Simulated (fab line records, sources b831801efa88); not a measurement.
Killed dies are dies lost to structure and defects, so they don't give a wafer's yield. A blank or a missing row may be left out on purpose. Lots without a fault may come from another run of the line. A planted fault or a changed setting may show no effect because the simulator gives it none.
Which tool did it? | flow gf180mcu | 11 lots, 33 wafers sampled, at 4 steps of a route of 602

WHAT THE GAUGES READ, wafer by wafer
GF_DUAL_GATE_THK_MEAS_03.
lot  | measured     | on            | DUAL_GATE_OXIDATION_00_THK (nm)
L568 | day 7 15:43  | film_metro-01 | 10.93 10.86 11.04
L569 | day 7 22:17  | film_metro-01 | 10.73 10.67 10.64
L573 | day 9 00:58  | film_metro-01 | 10.62 10.85 10.65
L574 | day 9 06:09  | film_metro-03 | 11.39 11.38 11.19
L576 | day 9 21:18  | film_metro-03 | 11.22 11.15 11.23
L577 | day 10 03:13 | film_metro-02 | 11.06 11.22 10.98
L578 | day 10 10:25 | film_metro-01 | 11.18 11.16 11.30
L586 | day 12 14:34 | film_metro-03 | 10.91 10.97 11.10
L587 | day 13 01:35 | film_metro-02 | 23.96 24.12 23.87
L588 | day 13 05:01 | film_metro-03 | 23.78 23.91 23.96
L589 | day 13 12:31 | film_metro-03 | 23.64 23.46 23.56

WHICH TOOL RAN EACH LOT (tool, then ch and the chambers of the sampled wafers, then the start)
lot  | GF_MVPSD_STRIP_10                    | GF_VT_IMPLANT_STRIP_09               | GF_DUAL_GATE_OXIDATION_02
L568 | plasma_asher-04 ch 0,1, day 5 00:46  | plasma_asher-03 ch 1, day 5 15:38    | furnace-01 ch 0, day 7 14:16
L569 | plasma_asher-04 ch 0,1, day 5 07:24  | plasma_asher-03 ch 0,1, day 5 21:37  | furnace-01 ch 0, day 7 20:49
L573 | plasma_asher-03 ch 0,1, day 6 06:47  | plasma_asher-02 ch 1, day 6 21:56    | furnace-01 ch 0, day 8 23:30
L574 | plasma_asher-03 ch 0,1, day 6 10:49  | plasma_asher-02 ch 0,1, day 7 02:01  | furnace-02 ch 0, day 9 04:42
L576 | plasma_asher-03 ch 0,1, day 7 00:22  | plasma_asher-01 ch 0,1, day 7 15:41  | furnace-02 ch 0, day 9 19:52
L577 | plasma_asher-02 ch 0,1, day 7 04:46  | plasma_asher-01 ch 0,1, day 7 20:56  | furnace-02 ch 0, day 10 01:46
L578 | plasma_asher-03 ch 0,1, day 7 13:08  | plasma_asher-02 ch 0,1, day 8 05:07  | furnace-02 ch 0, day 10 08:58
L586 | plasma_asher-03 ch 0,1, day 9 10:33  | plasma_asher-02 ch 0,1, day 10 04:03 | furnace-02 ch 0, day 12 13:06
L587 | plasma_asher-02 ch 0, day 9 20:07    | plasma_asher-02 ch 0,1, day 10 14:10 | furnace-01 ch 0, day 13 00:08
L588 | plasma_asher-04 ch 0, day 10 00:11   | plasma_asher-03 ch 0,1, day 10 17:56 | furnace-01 ch 0, day 13 03:34
L589 | plasma_asher-04 ch 0,1, day 10 04:33 | plasma_asher-02 ch 0,1, day 10 23:19 | furnace-01 ch 0, day 13 11:03
- GF_MVPSD_STRIP_10: strips in O2/N2.
- GF_VT_IMPLANT_STRIP_09: strips in O2/N2.
- GF_DUAL_GATE_OXIDATION_02: stabilise 600 s, purge 300 s, target thk 10.887 nm.

THE ANSWER, worked out from the rows above alone
Rule: what is usual is taken from the lots themselves. Put in order of their means at a reading, lots are off if they are a third of the lots or fewer, leave a main group of 4 or more, and stand apart from it by a gap of 3 or more times the standard deviation of the main group's means; of several such gaps the widest counts. A main group whose means are all the same, to the digits that the tables above print for the reading, isn't used. A lot without any number at a reading at which 4 lots or more have one is off too. The other lots that the step has rows for count as sound.
Off: L587, L588, L589, at GF_DUAL_GATE_THK_MEAS_03 (DUAL_GATE_OXIDATION_00_THK). The main group: mean 11.02 nm, standard deviation 0.22.
A tool fits if, at a process step before that reading, it ran every lot that is off, and no sound lot after the first of them. The gauges at GF_DUAL_GATE_THK_MEAS_03 are tried like those tools. One fits: furnace-01 at GF_DUAL_GATE_OXIDATION_02. Its last sound lot is L573 (day 8 23:30), its first lot that is off L587 (day 13 00:08): a fault that began between those two fits.

WHAT THE SIMULATOR HAD PUT IN
Process parameter drift: furnace-01, from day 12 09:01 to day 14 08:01, at GF_DUAL_GATE_OXIDATION_02. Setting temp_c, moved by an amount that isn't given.
Lots struck among those shown: L587, L588, L589. The rule above found the same.
